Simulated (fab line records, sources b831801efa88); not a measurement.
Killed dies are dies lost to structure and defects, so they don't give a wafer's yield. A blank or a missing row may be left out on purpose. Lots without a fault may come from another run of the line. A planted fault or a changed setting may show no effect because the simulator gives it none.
fab line records | flow sky130
record lots=6 wafers=18 last_day=50
route steps=708 shown LI_CONTACT@375 LOCAL_INTERCONNECT@387 CONTACT@406 PAD_OPEN@708
lots that met no fault: from a run of the same line without faults
start_h: hours from the record's first day to the start of the lot's first wafer shown | wait_h: hours since the lot's step before | " the same as in the row above | L1.1+2: a row that stands for several wafers | - no value, or no start given | * or withheld: withheld | < > ~ a bound
route shown NAME@n: a module of which the file shows steps, and the number in the route of the first | usual: mean/standard deviation of fault-free wafers | same: alike in all rows | chamber/n: place in a boat | sites: the reading at each site | _std_site: their standard deviation | _edge_site: outer sites' mean less inner sites' | radius_mm: how far each site lies from the wafer's centre | mask NAME#n: copy n | behind: the tool/chamber that last shaped the wafer | hold: why the lot was held/for how many hours/how that ended | device: the transistor (n, p or np) that didn't switch | end of line: the same wafers' tests at the end of the route | a step without rows: its recipe alone | killed: dies lost to structure and defects at the first sort, not the wafer's yield | map: a wafer's dies, x killed, . not, _ none there
set.NAME: the setting as run; set.NAME@STEP: as run at that earlier step | model.NAME: the simulator's own value behind a step, which no gauge read
lots at some steps of the route; a table a step, a row a wafer
services: from which hour (start_h, from the record's first day; less than 0 if before it) a tool's chamber was out of use, for how many hours, and why
## steps
# step SKY_LI_CONTACT_OVL_MEAS_13
# usual LI_CONTACT_OVL=2/6.4
# columns lot.wafer tool chamber start_h wait_h LI_CONTACT_OVL[nm]
L713.2 overlay-01 - 741.50 0.1 6
L713.4 " - " " 7
L713.5 " - " " 10
L714.1 overlay-02 - 746.22 0.1 0
L714.3 " - " " -2
L714.4 " - " " -1
L715.3 overlay-02 - 753.98 0.1 5
L715.4 " - " " -1
L715.6 " - " " 3
L725.2 overlay-01 - 825.47 0.1 1
L725.5 " - " " 0
L725.6 " - " " -2
L728.2 overlay-02 - 848.27 0.1 -1
L728.4 " - " " 4
L728.5 " - " " 3
L729.1 overlay-02 - 858.02 0.1 8
L729.5 " - " " -4
L729.6 " - " " 1
# step SKY_LI_CONTACT_ETCH_14
# recipe chemistry=N2/H2 target=BARC ion_energy_ev=200 source_w=500 bias_w=100 pressure_mtorr=30 n2_flow_sccm=100 h2_flow_sccm=200 stop_on=SiO2 time_s=45.9 target_depth_a=600
# usual drypump_motor_current_A=5.9/0.56 oes_product_au=0.855/0.005 throttle_valve_pct=13.225/0.0099
# columns lot.wafer tool chamber start_h wait_h drypump_motor_current_A oes_product_au rf_hours_counter_h throttle_valve_pct
L713.2 rie_diel-01 0 741.53 0.0 6.1 0.857 8 13.214
L713.4 " 2 " " 6.7 0.851 17 13.229
L713.5 " 3 " " 6.5 0.849 - 13.229
L714.1 rie_diel-01 1 746.25 0.0 5.1 0.849 1 13.227
L714.3 " 0 " " 6.1 0.851 8 13.223
L714.4 " 2 " " 6.7 0.857 17 13.223
L715.3 rie_diel-01 2 754.00 0.0 6.7 0.847 17 13.225
L715.4 " 3 " " 6.5 0.850 40 13.220
L715.6 " 2 " " 6.7 0.855 - 13.230
L725.2 rie_diel-02 3 825.50 0.0 5.4 0.860 20 13.230
L725.5 " 2 " " 5.7 0.862 - 13.231
L725.6 " 3 " " 5.4 0.853 - 13.224
L728.2 rie_diel-03 2 848.30 0.0 5.7 0.856 3 13.227
L728.4 " 3 " " 5.3 0.847 4 13.224
L728.5 " 0 " " 5.7 0.858 - 13.214
L729.1 rie_diel-02 0 858.05 0.0 6.3 0.855 9 13.229
L729.5 " 1 " " 5.0 0.858 - 13.230
L729.6 " 0 " " 6.3 0.852 - 13.234
# step SKY_LI_CONTACT_ETCH_15
# recipe target=PSG chemistry=C4F8/O2/Ar stop_on=Si taper_deg=4.15 mask_material=KrF-thick source_w=1500 bias_w=1200 pressure_mtorr=40 c4f8_flow_sccm=withheld O2_flow_sccm=6 Ar_flow_sccm=300 time_s=withheld target_depth_a=6000
# usual oes_product_au=0.837/0.005
# columns lot.wafer tool chamber start_h wait_h oes_product_au
L713.2 rie_diel-01 0 741.57 0.0 0.825
L713.4 " 2 " " 0.847
L713.5 " 3 " " 0.833
L714.1 rie_diel-01 1 746.29 0.0 0.833
L714.3 " 0 " " 0.845
L714.4 " 2 " " 0.840
L715.3 rie_diel-01 2 754.04 0.0 0.843
L715.4 " 3 " " 0.832
L715.6 " 2 " " 0.843
L725.2 rie_diel-02 3 825.54 0.0 0.833
L725.5 " 2 " " 0.851
L725.6 " 3 " " 0.847
L728.2 rie_diel-03 2 848.35 0.0 0.829
L728.4 " 3 " " 0.834
L728.5 " 0 " " 0.831
L729.1 rie_diel-02 0 858.10 0.0 0.828
L729.5 " 1 " " 0.840
L729.6 " 0 " " 0.841
# step SKY_LI_CONTACT_STRIP_16
# recipe chemistry=O2/N2 power_w=1400 pressure_mtorr=1500 platen_temp_c=withheld o2_flow_sccm=3000 n2_flow_sccm=300 overash_fraction=0.5
# step SKY_LI_CONTACT_CLEAN_17
# recipe chemistry=NMP time_s=600 temp_c=60 dry=n2_spin
# step SKY_LI_CONTACT_PRE_CLEAN_18
# recipe gas=Ar time_s=5.6 bias_v=358
# step SKY_LI_CONTACT_SPUTTER_19
# recipe material=Ti target_thk_nm=20 chamber_pressure_pa=5 power_w=2500 substrate_temp_c=200 time_s=109.7
# step SKY_LI_CONTACT_SPUTTER_20
# recipe material=TiN target_thk_nm=20 chamber_pressure_pa=5 power_w=4000 time_s=80
# step SKY_LI_CONTACT_CVD_21
# recipe material=W target_thk_nm=400 time_s=120.56 temp_c=400 pressure_torr=40
# usual heater_power_w=903/110
# columns lot.wafer tool chamber start_h wait_h heater_power_w
L713.2 cvd_w-02 1 742.08 0.0 1052
L713.4 " 0 " " 788
L713.5 " 0 " " 783
L714.1 cvd_w-01 0 746.83 0.0 985
L714.3 " 1 " " 832
L714.4 " 0 " " 961
L715.3 cvd_w-01 1 754.60 0.1 815
L715.4 " 0 " " 978
L715.6 " 1 " " 806
L725.2 cvd_w-02 0 826.06 0.0 801
L725.5 " 1 " " 1043
L725.6 " 0 " " 786
L728.2 cvd_w-02 0 848.86 0.0 796
L728.4 " 1 " " 1059
L728.5 " 0 " " 807
L729.1 cvd_w-01 0 858.61 0.0 985
L729.5 " 0 " " 942
L729.6 " 1 " " 826
# step SKY_LI_CONTACT_RS_MEAS_22
# recipe thk_meas_gauge=four-point-probe reads=W_of_LI_CONTACT_CVD_21+TiN_of_LI_CONTACT_SPUTTER_20+Ti_of_LI_CONTACT_SPUTTER_19
# usual LI_CONTACT_W_RS=0.285/0.0039
# columns lot.wafer tool chamber start_h wait_h LI_CONTACT_W_RS[ohm/sq]
L713.2 film_metro-02 - 742.23 0.1 0.288
L713.4 " - " " 0.286
L713.5 " - " " 0.286
L714.1 film_metro-04 - 746.95 0.1 0.280
L714.3 " - " " 0.287
L714.4 " - " " 0.280
L715.3 film_metro-01 - 754.73 0.1 0.286
L715.4 " - " " 0.282
L715.6 " - " " 0.285
L725.2 film_metro-02 - 826.21 0.1 0.286
L725.5 " - " " 0.288
L725.6 " - " " 0.287
L728.2 film_metro-02 - 849.01 0.1 0.283
L728.4 " - " " 0.288
L728.5 " - " " 0.282
L729.1 film_metro-02 - 858.74 0.1 0.282
L729.5 " - " " 0.286
L729.6 " - " " 0.288
# step SKY_LI_CONTACT_THK_MEAS_23
# recipe thk_meas_gauge=xrf reads=W_of_LI_CONTACT_CVD_21
# usual LI_CONTACT_W_THK=405/6.7
# columns lot.wafer tool chamber start_h wait_h LI_CONTACT_W_THK[nm]
L713.2 film_metro-02 - 742.34 0.1 398
L713.4 " - " " 401
L713.5 " - " " 408
L714.1 film_metro-04 - 747.07 0.1 413
L714.3 " - " " 403
L714.4 " - " " 411
L715.3 film_metro-01 - 754.83 0.1 404
L715.4 " - " " 409
L715.6 " - " " 404
L725.2 film_metro-02 - 826.32 0.1 404
L725.5 " - " " 400
L725.6 " - " " 405
L728.2 film_metro-02 - 849.12 0.1 403
L728.4 " - " " 395
L728.5 " - " " 407
L729.1 film_metro-02 - 858.86 0.1 403
L729.5 " - " " 400
L729.6 " - " " 399
# step SKY_LI_CONTACT_CMP_24
# recipe stop_on=PSG t_overpolish_s=20 down_force_psi=3.5 platen_rpm=60 target_thk_nm=0 pad_velocity_m_s=0.94248
# step SKY_LOCAL_INTERCONNECT_SPUTTER_00
# recipe material=TiN target_thk_nm=100 temp_c=300 power_w=6500 time_s=83.3 chamber_pressure_pa=0.4
# usual throttle_valve_pct=30.2/0.98
# columns lot.wafer tool chamber start_h wait_h throttle_valve_pct
L713.2 pvd_sputter-04 - 742.69 0.1 28.8
L713.4 " - " " 28.6
L713.5 " - " " 31.7
L714.1 pvd_sputter-01 - 747.43 0.2 29.1
L714.3 " - " " 30.8
L714.4 " - " " 30.8
L715.3 pvd_sputter-01 - 755.17 0.2 30.3
L715.4 " - " " 30.6
L715.6 " - " " 30.3
L725.2 pvd_sputter-04 - 826.67 0.2 29.7
L725.5 " - " " 28.8
L725.6 " - " " 28.8
L728.2 pvd_sputter-02 - 849.47 0.2 30.6
L728.4 " - " " 29.7
L728.5 " - " " 29.2
L729.1 pvd_sputter-01 - 859.22 0.2 30.9
L729.5 " - " " 30.7
L729.6 " - " " 29.2
# step SKY_LOCAL_INTERCONNECT_RS_MEAS_01
# recipe thk_meas_gauge=four-point-probe reads=TiN_of_LOCAL_INTERCONNECT_SPUTTER_00
# usual LOCAL_INTERCONNECT_TIN_RS=14.05/0.13
# columns lot.wafer tool chamber start_h wait_h LOCAL_INTERCONNECT_TIN_RS[ohm/sq]
L713.2 film_metro-03 - 742.77 0.1 13.88
L713.4 " - " " 13.91
L713.5 " - " " 13.94
L714.1 film_metro-03 - 747.50 0.0 13.83
L714.3 " - " " 13.89
L714.4 " - " " 13.81
L715.3 film_metro-03 - 755.27 0.1 13.96
L715.4 " - " " 13.90
L715.6 " - " " 14.06
L725.2 film_metro-04 - 826.75 0.1 14.12
L725.5 " - " " 14.06
L725.6 " - " " 14.06
L728.2 film_metro-03 - 849.55 0.1 14.02
L728.4 " - " " 13.77
L728.5 " - " " 13.68
L729.1 film_metro-03 - 859.28 0.0 14.13
L729.5 " - " " 13.99
L729.6 " - " " 14.10
# step SKY_LOCAL_INTERCONNECT_THK_MEAS_02
# recipe thk_meas_gauge=xrf reads=TiN_of_LOCAL_INTERCONNECT_SPUTTER_00
# usual LOCAL_INTERCONNECT_TIN_THK=101.6/0.95
# columns lot.wafer tool chamber start_h wait_h LOCAL_INTERCONNECT_TIN_THK[nm]
L713.2 film_metro-03 - 742.88 0.1 103.0
L713.4 " - " " 102.8
L713.5 " - " " 102.9
L714.1 film_metro-03 - 747.62 0.1 102.9
L714.3 " - " " 102.2
L714.4 " - " " 102.8
L715.3 film_metro-03 - 755.37 0.1 101.8
L715.4 " - " " 102.3
L715.6 " - " " 101.4
L725.2 film_metro-04 - 826.86 0.1 101.5
L725.5 " - " " 101.5
L725.6 " - " " 101.6
L728.2 film_metro-03 - 849.66 0.1 102.2
L728.4 " - " " 103.9
L728.5 " - " " 104.4
L729.1 film_metro-03 - 859.40 0.1 101.5
L729.5 " - " " 102.9
L729.6 " - " " 101.6
# step SKY_LOCAL_INTERCONNECT_DEHYDRATE_03
# recipe temp_c=200 time_s=60
# step SKY_LOCAL_INTERCONNECT_HMDS_04
# recipe prime_time_s=60 prime_temp_c=120
# step SKY_LOCAL_INTERCONNECT_COAT_05
# recipe resist=BARC temp_c=withheld time_s=withheld spin_rpm=3000 resist_thk_nm=60
# step SKY_LOCAL_INTERCONNECT_COAT_06
# recipe resist=KrF-thick spin_rpm=3000 resist_thk_nm=443.2
# step SKY_LOCAL_INTERCONNECT_SOFTBAKE_07
# recipe temp_c=100 time_s=90 resist=KrF-thick
# step SKY_LOCAL_INTERCONNECT_EXPOSE_08
# recipe mask_id=LI1M na=0.8 source_shape=annular sigma_inner=0.55 sigma_outer=0.85 target_cd_nm=170 dose_mj=28
# step SKY_LOCAL_INTERCONNECT_PEB_09
# recipe peb_temp_c=withheld peb_time_s=withheld resist=KrF-thick
# step SKY_LOCAL_INTERCONNECT_DEVELOP_10
# recipe develop_time_s=60 resist=KrF-thick dev_temp_c=21
# step SKY_LOCAL_INTERCONNECT_CD_MEAS_11
# recipe target_cd_nm=170
# usual cd_nm=170.8/1.8
# columns lot.wafer tool chamber start_h wait_h cd_nm
L713.2 cd_sem-01 - 770.04 - 169.0
L713.4 " - " " 170.7
L713.5 " - " " 169.7
L714.1 cd_sem-02 - 775.05 - 169.1
L714.3 " - " " 170.1
L714.4 " - " " 170.1
L715.3 cd_sem-01 - 782.39 - 168.0
L715.4 " - " " 168.4
L715.6 " - " " 167.7
L725.2 cd_sem-01 - 852.74 - 168.4
L725.5 " - " " 168.2
L725.6 " - " " 168.2
L728.2 cd_sem-02 - 875.99 - 173.5
L728.4 " - " " 173.3
L728.5 " - " " 174.3
L729.1 cd_sem-01 - 885.62 - 171.9
L729.5 " - " " 172.0
L729.6 " - " " 172.8
# step SKY_LOCAL_INTERCONNECT_OVL_MEAS_12
# usual LOCAL_INTERCONNECT_OVL=-3/6.6
# columns lot.wafer tool chamber start_h wait_h LOCAL_INTERCONNECT_OVL[nm]
L713.2 overlay-02 - 770.15 0.1 8
L713.4 " - " " 11
L713.5 " - " " 12
L714.1 overlay-01 - 775.17 0.1 -1
L714.3 " - " " -4
L714.4 " - " " -6
L715.3 overlay-01 - 782.48 0.1 -4
L715.4 " - " " -5
L715.6 " - " " -6
L725.2 overlay-01 - 852.85 0.1 -4
L725.5 " - " " 1
L725.6 " - " " 5
L728.2 overlay-02 - 876.09 0.1 -12
L728.4 " - " " -13
L728.5 " - " " -3
L729.1 overlay-02 - 885.74 0.1 9
L729.5 " - " " 7
L729.6 " - " " -3
# step SKY_LOCAL_INTERCONNECT_ETCH_13
# recipe chemistry=N2/H2 target=BARC ion_energy_ev=200 bias_w=100 pressure_mtorr=30 n2_flow_sccm=100 h2_flow_sccm=200 icp_w=500 stop_on=SiO2 time_s=45.9 target_depth_a=600
# step SKY_LOCAL_INTERCONNECT_METAL_ETCH_14
# recipe target_depth_nm=110 stop_on=PSG chemistry=Cl2/BCl3 target=TiN resist_sidewall_deg=88 pressure_mtorr=10 icp_w=900 bias_w=48.5 Cl2_flow_sccm=60 bcl3_flow_sccm=30 time_s=31.4
# step SKY_LOCAL_INTERCONNECT_STRIP_15
# recipe chemistry=O2/N2 power_w=1400 pressure_mtorr=1500 platen_temp_c=withheld o2_flow_sccm=3000 n2_flow_sccm=300 overash_fraction=0.5
# step SKY_LOCAL_INTERCONNECT_STRIP_16
# recipe chemistry=post_etch_residue_remover time_s=1200 temp_c=72.5
# step SKY_LOCAL_INTERCONNECT_CLEAN_17
# recipe chemistry=IPA time_s=180 temp_c=25
# step SKY_LOCAL_INTERCONNECT_CLEAN_18
# recipe chemistry=O3/DIW dry=n2_spin
# step SKY_CONTACT_CVD_00
# recipe material=Si3N4 target_thk_nm=75 temp_c=400 time_s=withheld rf_w=450
# usual heater_power_w=755/100
# columns lot.wafer tool chamber start_h wait_h heater_power_w
L713.2 pecvd-03 1 771.00 0.0 786
L713.4 " 1 " " 789
L713.5 " 2 " " 783
L714.1 pecvd-02 1 775.95 0.0 827
L714.3 " 0 " " 781
L714.4 " 2 " " 551
L715.3 pecvd-04 1 783.34 0.0 746
L715.4 " 1 " " 767
L715.6 " 2 " " 896
L725.2 pecvd-02 0 853.61 0.0 702
L725.5 " 1 " " 775
L725.6 " 2 " " 631
L728.2 pecvd-03 2 876.86 0.0 868
L728.4 " 2 " " 832
L728.5 " 2 " " 849
L729.1 pecvd-02 0 886.48 0.0 824
L729.5 " 1 " " 755
L729.6 " 2 " " 646
# step SKY_CONTACT_THK_MEAS_01
# recipe reads=Si3N4_of_CONTACT_CVD_00
# usual CONTACT_CVD_00_THK=74.9/0.89
# columns lot.wafer tool chamber start_h wait_h CONTACT_CVD_00_THK[nm]
L713.2 film_metro-03 - 771.05 - 74.1
L713.4 " - " " 74.8
L713.5 " - " " 75.3
L714.1 film_metro-02 - 775.99 - 74.7
L714.3 " - " " 73.8
L714.4 " - " " 75.6
L715.3 film_metro-04 - 783.39 - 74.6
L715.4 " - " " 75.7
L715.6 " - " " 75.6
L725.2 film_metro-02 - 853.66 - 73.4
L725.5 " - " " 74.8
L725.6 " - " " 74.5
L728.2 film_metro-02 - 876.92 - 74.6
L728.4 " - " " 76.1
L728.5 " - " " 76.4
L729.1 film_metro-04 - 886.52 - 73.7
L729.5 " - " " 74.3
L729.6 " - " " 74.2
# step SKY_CONTACT_HDPCVD_02
# recipe material=SiO2 target_thk_nm=565 sigma_open_frac=0.3 time_s=94.2 temp_c=600 sih4_flow_sccm=60 pressure_mtorr=6
# step SKY_CONTACT_THK_MEAS_03
# recipe reads=SiO2_of_CONTACT_HDPCVD_02
# usual CONTACT_HDPCVD_THK=564/5
# columns lot.wafer tool chamber start_h wait_h CONTACT_HDPCVD_THK[nm]
L713.2 film_metro-04 - 771.18 0.0 571
L713.4 " - " " 573
L713.5 " - " " 566
L714.1 film_metro-04 - 776.11 0.0 554
L714.3 " - " " 558
L714.4 " - " " 557
L715.3 film_metro-03 - 783.52 0.1 567
L715.4 " - " " 572
L715.6 " - " " 570
L725.2 film_metro-03 - 853.79 0.0 559
L725.5 " - " " 560
L725.6 " - " " 566
L728.2 film_metro-03 - 877.05 0.0 565
L728.4 " - " " 569
L728.5 " - " " 564
L729.1 film_metro-03 - 886.65 0.0 561
L729.5 " - " " 561
L729.6 " - " " 563
# step SKY_CONTACT_CMP_04
# recipe material=SiO2 down_force_psi=4 platen_rpm=60 pad_velocity_m_s=0.94248
# usual motor_current_A=12.4/1.1 platen_rpm=60.00/0.038 slurry_flow_ml_min=150.0/0.48 time_to_endpoint_s=82/3.6
# columns lot.wafer tool chamber start_h wait_h motor_current_A platen_rpm slurry_flow_ml_min time_to_endpoint_s
L713.4 cmp-02 1 771.23 0.0 13.9 59.99 150.1 79
L713.2 " 3 " " 12.1 60.00 149.5 79
L713.5 " 1 " " 13.0 59.96 149.9 79
L714.4 cmp-01 1 776.17 0.0 13.1 60.05 150.0 76
L714.1 " 2 " " 12.1 59.99 149.9 76
L714.3 " 3 " " 14.3 59.97 150.1 79
L715.3 cmp-01 3 783.56 0.0 13.6 60.03 149.9 84
L715.4 " 1 " " 12.4 60.01 150.6 85
L715.6 " 3 " " 14.7 59.97 150.3 92
L725.2 cmp-01 2 853.84 0.0 11.9 60.05 150.4 82
L725.5 " 2 " " 11.8 60.02 150.0 82
L725.6 " 3 " " 14.0 59.99 149.4 88
L728.4 cmp-01 1 877.15 0.1 12.6 59.96 150.6 85
L728.2 " 3 " " 13.4 60.01 150.0 88
L728.5 " 0 " " 11.9 59.93 150.0 84
L729.1 cmp-02 3 886.76 0.1 12.5 59.97 150.1 84
L729.5 " 2 " " 10.7 60.02 150.1 81
L729.6 " 3 " " 12.4 59.96 149.4 82
# step SKY_CONTACT_BOW_MEAS_05
# recipe mode=bow
# usual CONTACT_BOW=84/7.6
# columns lot.wafer tool chamber start_h wait_h CONTACT_BOW[um]
L713.2 film_metro-02 - 771.55 0.2 81
L713.4 " - " " 76
L713.5 " - " " 77
L714.1 film_metro-04 - 776.47 0.2 85
L714.3 " - " " 75
L714.4 " - " " 81
L715.3 film_metro-03 - 783.90 0.3 88
L715.4 " - " " 73
L715.6 " - " " 87
L725.2 film_metro-02 - 854.16 0.3 79
L725.5 " - " " 69
L725.6 " - " " 88
L728.2 film_metro-04 - 877.42 0.1 88
L728.4 " - " " 86
L728.5 " - " " 85
L729.1 film_metro-03 - 887.01 0.2 98
L729.5 " - " " 86
L729.6 " - " " 88
# step SKY_CONTACT_DEHYDRATE_06
# recipe temp_c=200 time_s=60
# step SKY_CONTACT_HMDS_07
# recipe prime_time_s=60 prime_temp_c=120
# step SKY_CONTACT_COAT_08
# recipe resist=BARC temp_c=withheld time_s=withheld spin_rpm=3000 resist_thk_nm=60
# step SKY_CONTACT_COAT_09
# recipe resist=KrF-thick spin_rpm=3000 resist_thk_nm=450
# step SKY_CONTACT_SOFTBAKE_10
# recipe temp_c=100 time_s=90 resist=KrF-thick
# step SKY_PAD_OPEN_PROBE_99
# usual killed_at_M0_to_M3=44/6.2 killed_at_M4_up=3.3/1.7 killed_at_contacts=24/4.9 killed_at_front_end=16/5 killed_at_other=0.3/0.48 killed_dies=88/9 killed_on_rim=17/3.7 killed_open=48/7 killed_short=39/6.1
# same gross_dies=492 killed_at_back_side=0
# columns lot.wafer tool chamber start_h wait_h killed_at_M0_to_M3 killed_at_M4_up killed_at_contacts killed_at_front_end killed_at_other killed_dies killed_on_rim killed_open killed_short
L713.2 prober-02 - 1118.37 0.1 50 3 27 15 0 95 14 45 50
L713.4 prober-02 - 1118.47 0.2 32 5 27 14 0 78 19 47 31
L713.5 prober-02 - 1118.52 0.2 46 5 26 15 0 92 19 48 43
L714.1 prober-01 - 1129.97 0.1 46 7 42 18 0 113 29 52 36
L714.3 prober-01 - 1130.07 0.2 44 7 69 28 0 148 18 50 44
L714.4 prober-01 - 1130.12 0.2 51 2 76 9 1 139 16 45 40
L715.3 prober-02 - 1133.36 0.2 40 3 74 11 0 128 13 48 29
L715.4 prober-02 - 1133.41 0.2 46 2 68 17 0 133 14 41 45
L715.6 prober-02 - 1133.51 0.2 31 4 68 12 0 115 12 38 33
L725.2 prober-02 - 1188.37 0.1 41 4 22 14 0 81 18 38 43
L725.6 prober-02 - 1188.57 0.2 29 4 28 10 0 71 10 39 31
L728.2 prober-01 - 1197.24 0.1 55 5 24 12 0 96 18 54 42
L728.4 prober-01 - 1197.34 0.2 55 0 22 16 0 93 18 48 45
L728.5 prober-01 - 1197.39 0.2 37 3 30 20 0 90 22 46 44
L729.6 prober-02 - 1204.21 0.2 49 1 27 10 0 87 13 53 33
# killed by level:class
L713.2 VIA1:geometric_particle:open=11 CONTACT:geometric_particle:open=8 VIA2:geometric_particle:short=8 CONTACT:geometric_particle:short=7 VIA2:geometric_particle:open=6 VIA3:geometric_particle:open=6 LOCAL_INTERCONNECT:geometric_particle:short=5 POLY_GATE:geometric_particle:short=5
L713.4 CONTACT:geometric_particle:open=10 VIA1:geometric_particle:open=10 VIA3:geometric_particle:open=6 LI_CONTACT:geometric_particle:open=5 POLY_GATE:geometric_particle:open=4 LI_CONTACT:geometric_particle:short=4 CONTACT:geometric_particle:short=4 METAL1:geometric_particle:short=4
L713.5 CONTACT:geometric_particle:open=12 VIA1:geometric_particle:open=8 VIA2:geometric_particle:open=7 METAL2:geometric_particle:short=7 METAL1:geometric_particle:short=7 LI_CONTACT:geometric_particle:open=6 VIA3:geometric_particle:open=5 VIA3:geometric_particle:short=4
L714.1 LOCAL_INTERCONNECT:unspecified=25 VIA1:geometric_particle:open=13 METAL2:geometric_particle:short=8 VIA2:geometric_particle:open=7 CONTACT:geometric_particle:open=6 VIA3:geometric_particle:open=6 METAL4:geometric_particle:short=5 FIELD_ISO:geometric_particle:open=4
L714.3 LOCAL_INTERCONNECT:unspecified=51 VIA1:geometric_particle:open=13 VIA3:geometric_particle:open=7 FIELD_ISO:geometric_particle:short=6 POLY_GATE:geometric_particle:short=6 LI_CONTACT:geometric_particle:open=6 VIA2:geometric_particle:short=6 FIELD_ISO:geometric_particle:open=5
L714.4 LOCAL_INTERCONNECT:unspecified=53 VIA1:geometric_particle:open=10 VIA2:geometric_particle:open=10 METAL2:geometric_particle:short=9 VIA3:geometric_particle:open=8 LI_CONTACT:geometric_particle:open=7 CONTACT:geometric_particle:short=6 FIELD_ISO:geometric_particle:short=5
L715.3 LOCAL_INTERCONNECT:unspecified=50 VIA1:geometric_particle:open=12 VIA3:geometric_particle:open=11 CONTACT:geometric_particle:open=10 LOCAL_INTERCONNECT:geometric_particle:short=5 FIELD_ISO:geometric_particle:open=4 POLY_GATE:geometric_particle:short=4 CONTACT:geometric_particle:short=4
L715.4 LOCAL_INTERCONNECT:unspecified=46 VIA1:geometric_particle:open=11 CONTACT:geometric_particle:short=7 VIA3:geometric_particle:open=7 VIA2:geometric_particle:open=6 VIA2:geometric_particle:short=6 CONTACT:geometric_particle:open=5 FIELD_ISO:geometric_particle:short=4
L715.6 LOCAL_INTERCONNECT:unspecified=43 VIA2:geometric_particle:open=9 CONTACT:geometric_particle:open=8 VIA3:geometric_particle:open=7 LI_CONTACT:geometric_particle:open=5 LOCAL_INTERCONNECT:geometric_particle:short=5 VIA1:geometric_particle:open=5 METAL4:geometric_particle:short=4
L725.2 CONTACT:geometric_particle:open=8 VIA3:geometric_particle:open=8 METAL1:geometric_particle:short=6 CONTACT:geometric_particle:short=5 VIA1:geometric_particle:short=5 VIA2:geometric_particle:short=5 VIA2:geometric_particle:open=5 LI_CONTACT:geometric_particle:open=4
L725.6 CONTACT:geometric_particle:open=12 CONTACT:geometric_particle:short=6 METAL1:geometric_particle:short=6 VIA3:geometric_particle:open=6 LI_CONTACT:geometric_particle:open=5 VIA1:geometric_particle:open=5 FIELD_ISO:geometric_particle:short=3 LI_CONTACT:geometric_particle:short=3
L728.2 CONTACT:geometric_particle:open=13 VIA3:geometric_particle:open=11 VIA1:geometric_particle:open=9 METAL2:geometric_particle:short=7 METAL1:geometric_particle:short=7 LI_CONTACT:geometric_particle:open=5 VIA2:geometric_particle:open=5 VIA3:geometric_particle:short=5
L728.4 VIA1:geometric_particle:open=15 CONTACT:geometric_particle:short=9 FIELD_ISO:geometric_particle:short=8 VIA3:geometric_particle:open=8 METAL1:geometric_particle:short=7 VIA2:geometric_particle:open=6 METAL2:geometric_particle:short=5 LI_CONTACT:geometric_particle:open=4
L728.5 CONTACT:geometric_particle:open=13 FIELD_ISO:geometric_particle:open=7 VIA1:geometric_particle:open=7 METAL1:geometric_particle:short=7 LI_CONTACT:geometric_particle:open=7 LOCAL_INTERCONNECT:geometric_particle:short=5 POLY_GATE:geometric_particle:short=4 METAL2:geometric_particle:short=4
L729.6 VIA1:geometric_particle:open=12 CONTACT:geometric_particle:open=11 VIA3:geometric_particle:open=10 LI_CONTACT:geometric_particle:open=8 METAL1:geometric_particle:short=8 VIA1:geometric_particle:short=6 VIA2:geometric_particle:open=5 LI_CONTACT:geometric_particle:short=4
# map L714.3 (x killed, . not)
__________........x._________
________.x.x..x..x...._______
______.....xx.xx..x...x._____
_____x..xxxx.xx...x......____
____...xxxxxxx.x..........___
___.x..xxxxxxxx...........x__
__....xxxxxxxxxx...x...x...._
_..xx...xxxxxx.xx.....x.x..xx
_.....xxxxxxxxx...x..........
_..x..xxx.xxxxxxx............
_.......xxxx.x......x........
_..x....x.xxx.........x..x...
_........x.......x...x...xx.x
_x......xx...x.xx.x.......x..
_x...x..............x.xxx...x
__....x...xxx....xx..xxx...._
___.x...x..x...x...........__
____....x....x........x...___
_____..xx.....x....x.....____
______x.x...x...x.xxxx.._____
________............x._______
__________x........._________
# map L715.4 (x killed, . not)
__________....xxx..._________
________.........x...._______
______....xxx......x.x.._____
_____.x..xx.xx......x.x..____
____....x.xxxx......x.x...___
___....xxxxxxxx...x....x...__
__...xx.xxxxxxxxx......x...._
_.....xxxxxxxxx.....xx.x.....
_.xx.x.x.xxxxxxx..x...x......
_......xx.xxxxx......x.x.....
_...x...x.xx..xxxx.x..x...x..
_..x..............x...x.x....
_.....................x......
_x...xx....................x.
_.....x.xx.......x..........x
__x.....xx.....x.......x...._
___....x.............x.....__
____....x...x.......x....x___
_____..xx..x..xx...x.....____
______..xx.x...x..xx...._____
________...x..x.....x._______
__________x..x...x.._________
## services
# columns tool chamber start_h hours kind
rie_diel-03 3 726.45 16.5 repair
cmp-01 - 726.77 2.1 repair
rie_diel-02 2 731.36 3.7 repair
cmp-02 - 739.39 1.2 repair
cmp-02 - 740.82 0.4 repair
cmp-02 - 744.00 4.0 pm
cmp-02 - 751.46 6.3 pm
cmp-01 - 762.72 8.1 pm
pvd_sputter-04 - 762.97 4.2 repair
cvd_w-02 - 766.62 2.8 pm
rie_diel-03 - 770.02 0.5 repair
cvd_w-01 - 774.73 0.7 repair
pecvd-02 1 783.35 7.7 repair
pecvd-02 2 790.22 4.6 repair
rie_diel-01 - 792.92 1.2 repair
pvd_sputter-01 - 803.65 39.1 repair
cmp-01 - 806.47 1.4 repair
rie_diel-01 0 811.80 5.9 repair
cvd_w-01 1 816.50 5.7 repair
rie_diel-02 2 818.28 4.8 repair
cvd_w-01 - 830.44 5.0 repair
rie_diel-01 - 841.35 0.4 repair
cvd_w-01 1 842.17 4.9 repair
cmp-01 - 843.55 3.4 repair
## key
first_sign step=SKY_PAD_OPEN_PROBE_99 reading=killed_at_contacts direction=up sigmas=8.6 usual=24 struck=66
effect step=SKY_PAD_OPEN_PROBE_99 reading=killed_dies direction=up sigmas=4.6 usual=88 struck=129
met_at SKY_LOCAL_INTERCONNECT_SPUTTER_00
struck_wafers L714.1,L714.3,L714.4,L715.3,L715.4,L715.6
tester_left_out L714,L715
also_fits SKY_LI_CONTACT_ETCH_14:rie_diel-01,SKY_LI_CONTACT_ETCH_15:rie_diel-01
fault kind=chamber_particle_source tool=pvd_sputter-01 chamber=- onset_h=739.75 steps=SKY_LOCAL_INTERCONNECT_SPUTTER_00 rate_per_visit_cm2=0.53554 end_h=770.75
# tester_left_out: of these lots the tester's yield and bins aren't shown, on N5 and GAA mostly nor the transistor test; their killed dies are dies lost to structure and defects alone, not to doping, threshold or leakage, so they don't give the yield
